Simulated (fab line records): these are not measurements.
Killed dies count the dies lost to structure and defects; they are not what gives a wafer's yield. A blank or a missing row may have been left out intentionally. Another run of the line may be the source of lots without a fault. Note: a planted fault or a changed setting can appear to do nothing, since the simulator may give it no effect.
Struck lot and sound lot, side by side    flow gf180mcu    15 steps out of a route of 602
Sound: wafers L922.2, L922.3, L922.4. Struck: wafers L936.3, L936.5, L936.6. The cause comes at the end.
Per side, at each step with rows, come the tool, then ch with its chambers, and then its first start. Under that, the readings that differ: sound wafers    struck wafers    difference of the means    sigmas: that difference in standard deviations of wafers without a fault.
alike: same words and numbers on both sides, and readings whose means sit less than 2 such deviations apart. not compared: any withheld reading, any reading some wafer has no value for, any bound like >300 that may hide the same value, and any number with overlapping values for which the record gives no deviation.
Wherever a step has rows on one side only, a row that says differs or no value, or a row with sigmas, the two part there. Numbers that have no deviation but don't overlap get no sigmas and don't part them. Lack of a reading on every wafer of one side parts them only where that side has two or more wafers.

GF_V3_THK_MEAS_25: measures by xrf.
  sound on film_metro-04, day 22 12:44; struck on film_metro-01, day 27 08:34
  alike: V3_W_THK
GF_V3_CMP_26: polishes, stops on SiO2, t overpolish 15 s, target thk 0 nm.
  sound on cmp-01 ch 0,1,2, day 22 12:51; struck on cmp-02 ch 0,2,3, day 27 08:46
reading                 sound     struck    difference  sigmas
time_to_endpoint_s (s)  84 83 84  93 87 91  +7          +2
  alike: head_pressure_psi, motor_current_A, overpolish_run_s, platen_rpm
GF_M4_SPUTTER_00: material Ti, target thk 37.5 nm, time 150 s.
  sound on pvd_sputter-04, day 22 13:06; struck on pvd_sputter-03, day 27 08:55
  alike: throttle_valve_pct
GF_M4_SPUTTER_01: material TiN, target thk 30 nm, time 25 s.
  sound on pvd_sputter-04, day 22 13:12; struck on pvd_sputter-03, day 27 09:01
  alike: throttle_valve_pct
GF_M4_SPUTTER_02: material AlCu, target thk 450 nm, time 23.9 s.
  sound on pvd_sputter-04, day 22 13:14; struck on pvd_sputter-03, day 27 09:02
  alike: throttle_valve_pct
GF_M4_SPUTTER_03: material Ti, target thk 10 nm, time 6.7 s.
  sound on pvd_sputter-04, day 22 13:16; struck on pvd_sputter-03, day 27 09:04
  alike: throttle_valve_pct
then, 1 step without rows for these wafers: GF_M4_SPUTTER_04 (material TiN, target thk 50 nm, time 40.29 s).
GF_M4_RS_MEAS_05: measurement is done with a four-point probe.
  sound on film_metro-04, day 22 13:20; struck on film_metro-02, day 27 09:10
  alike: M4_ALCU_RS
GF_M4_THK_MEAS_06: measures by xrf.
  sound on film_metro-04, day 22 13:27; struck on film_metro-02, day 27 09:16
  alike: M4_ALCU_THK
then, 3 steps without rows for these wafers: GF_M4_DEHYDRATE_07 (time 60 s); GF_M4_HMDS_08 (prime time 60 s); GF_M4_COAT_09 (resist thk 1000 nm).
GF_M4_SOFTBAKE_10: time 60 s.
  sound on litho_track-04 ch 0, day 23 00:46; struck on litho_track-02 ch 0, day 27 19:23
reading           sound              struck             difference  sigmas
run_length_s (s)  89.14 89.18 89.27  96.28 96.31 96.46  +7.15       +51
then, 1 step without rows for these wafers: GF_M4_EXPOSE_11 (exposes mask Metal4, target cd 280 nm).
GF_PASSIVATION_PROBE_99:
  rows exist in the record for the sound wafers here (prober-02, day 29 02:41), none for the struck ones

== WHERE THEY PART ==
Last at GF_PASSIVATION_PROBE_99 as far as this record goes, first at GF_V3_CMP_26.

WHY: the cause the simulator had injected
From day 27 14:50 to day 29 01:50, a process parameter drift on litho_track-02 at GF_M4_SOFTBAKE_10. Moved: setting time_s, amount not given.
